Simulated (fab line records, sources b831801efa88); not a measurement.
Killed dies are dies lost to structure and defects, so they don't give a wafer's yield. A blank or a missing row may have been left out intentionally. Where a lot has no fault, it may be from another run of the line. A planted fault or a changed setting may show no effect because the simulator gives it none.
Which tool was responsible? + flow sfq line + 13 lots, 39 wafers sampled, at 2 steps of a route of 325

## WHAT THE GAUGES SHOWED, per wafer
SFQ_JJ_RS_MEAS_929: measures by four-point-probe. Usual: JJ_NB_RS gives 1.045 ohm/sq (standard deviation 0.011).
| lot  | measured     | on            | JJ_NB_RS (ohm/sq)                   | flag |
|------|--------------|---------------|-------------------------------------|------|
| L107 | day 37 04:49 | film metro-01 | 1.054 1.064 1.041                   |      |
| L109 | day 43 12:33 | film metro-02 | 1.036 1.030 1.030                   |      |
| L110 | day 43 13:45 | film metro-04 | 1.067 1.055 1.060                   |      |
| L111 | day 43 14:59 | film metro-01 | 1.042 1.049 1.040                   |      |
| L113 | day 51 08:54 | film metro-02 | 1.048 1.028 1.027                   |      |
| L115 | day 52 18:15 | film metro-04 | 1.057 1.051 1.037                   |      |
| L116 | day 53 00:15 | film metro-01 | 1.036 1.033 1.037                   |      |
| L117 | day 53 09:50 | film metro-02 | 1.056 1.041 1.056                   |      |
| L118 | day 53 18:18 | film metro-01 | 1.040 1.037 1.045                   |      |
| L119 | day 53 19:29 | film metro-02 | 1.041 1.039 1.031                   |      |
| L120 | day 54 09:53 | film metro-02 | 1.048 1.038 1.038                   |      |
| L127 | day 57 15:57 | film metro-01 | 1.041 1.023 1.044                   |      |
| L130 | day 58 09:21 | film metro-01 | 0.876 1.033 1.031 0.874 1.032 1.032 | OFF  |

## TOOL THAT RAN EACH LOT (tool first, then ch and the chambers of the sampled wafers, then the start)
| lot  | SFQ_TRILAYER_JJ_TRILAYER_DEP_SPUTTER_112 |
|------|------------------------------------------|
| L107 | pvd sputter-03, day 37 04:44             |
| L109 | pvd sputter-05, day 43 12:28             |
| L110 | pvd sputter-06, day 43 13:40             |
| L111 | pvd sputter-03, day 43 14:52             |
| L113 | pvd sputter-06, day 51 08:49             |
| L115 | pvd sputter-06, day 52 18:09             |
| L116 | pvd sputter-03, day 53 00:09             |
| L117 | pvd sputter-03, day 53 09:45             |
| L118 | pvd sputter-03, day 53 18:12             |
| L119 | pvd sputter-05, day 53 19:24             |
| L120 | pvd sputter-03, day 54 09:48             |
| L127 | pvd sputter-05, day 57 15:52             |
| L130 | pvd sputter-06, day 58 09:15             |
- SFQ_TRILAYER_JJ_TRILAYER_DEP_SPUTTER_112: material Nb, target thk 170 nm, time 113.3 s.

## WHAT THE TOOLS THEMSELVES READ (means of the sampled wafers that have a number; where no wafer has one, the mark that the record gives instead)
SFQ_TRILAYER_JJ_TRILAYER_DEP_SPUTTER_112. Usual: cathode dc power W 2000.0 W, standard deviation 0.39; throttle valve pct 29.3 %, standard deviation 1.1.
| lot  | tool           | cathode dc power W (W) | throttle valve pct (%) | flag |
|------|----------------|------------------------|------------------------|------|
| L107 | pvd sputter-03 | 2000.1                 | 28.9                   |      |
| L109 | pvd sputter-05 | 2000.1                 | 29.6                   |      |
| L110 | pvd sputter-06 | 1999.7                 | 28.7                   |      |
| L111 | pvd sputter-03 | 2000.0                 | 29.8                   |      |
| L113 | pvd sputter-06 | 2000.3                 | 29.2                   |      |
| L115 | pvd sputter-06 | 2000.0                 | 29.3                   |      |
| L116 | pvd sputter-03 | 2000.1                 | 30.2                   |      |
| L117 | pvd sputter-03 | 2000.2                 | 29.3                   |      |
| L118 | pvd sputter-03 | 2000.1                 | 29.7                   |      |
| L119 | pvd sputter-05 | 2000.1                 | 29.4                   |      |
| L120 | pvd sputter-03 | 2000.1                 | 30.0                   |      |
| L127 | pvd sputter-05 | 2000.1                 | 28.8                   |      |
| L130 | pvd sputter-06 | 2128.5                 | 28.3                   | OFF  |

## THE ANSWER, worked out from the rows above alone
Rule: lot off if the mean of its wafers having a number is beyond 3 standard deviations from the usual mean. Also off: a lot with no number at a reading for which 4 or more lots have one. The other lots that the step has rows for count as sound. After the gauges, taken in route order, come the tools' own readings; for these a lot's mean is taken, as printed above. At the first step where some lot is off, the reading lying furthest off is the one used; lots without a number count as furthest.
Off: L130, seen at SFQ_JJ_RS_MEAS_929 (JJ_NB_RS).
If a tool, at a process step before that reading, ran all the lots that are off and no sound lot after the first of them, it fits. The gauges at SFQ_JJ_RS_MEAS_929 aren't tried: what is off there is off at SFQ_TRILAYER_JJ_TRILAYER_DEP_SPUTTER_112 too, on other tools, and a gauge's error can't cause that. One candidate fits, namely pvd sputter-06 at SFQ_TRILAYER_JJ_TRILAYER_DEP_SPUTTER_112. A fault onset in the window from L115 (day 52 18:09, its last sound lot) to L130 (day 58 09:15, its first lot off) fits.
The tool's own readings at SFQ_TRILAYER_JJ_TRILAYER_DEP_SPUTTER_112 bear it out: on the lots that are off they differ by more than 5 times the standard deviation of the sound lots' means. cathode dc power W reads 2128.5 W there against 2000.1 W on the sound lots.

## WHAT THE SIMULATOR HAD PUT IN
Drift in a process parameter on pvd sputter-06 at SFQ_TRILAYER_JJ_TRILAYER_DEP_SPUTTER_112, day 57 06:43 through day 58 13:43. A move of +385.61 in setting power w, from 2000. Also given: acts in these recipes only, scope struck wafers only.
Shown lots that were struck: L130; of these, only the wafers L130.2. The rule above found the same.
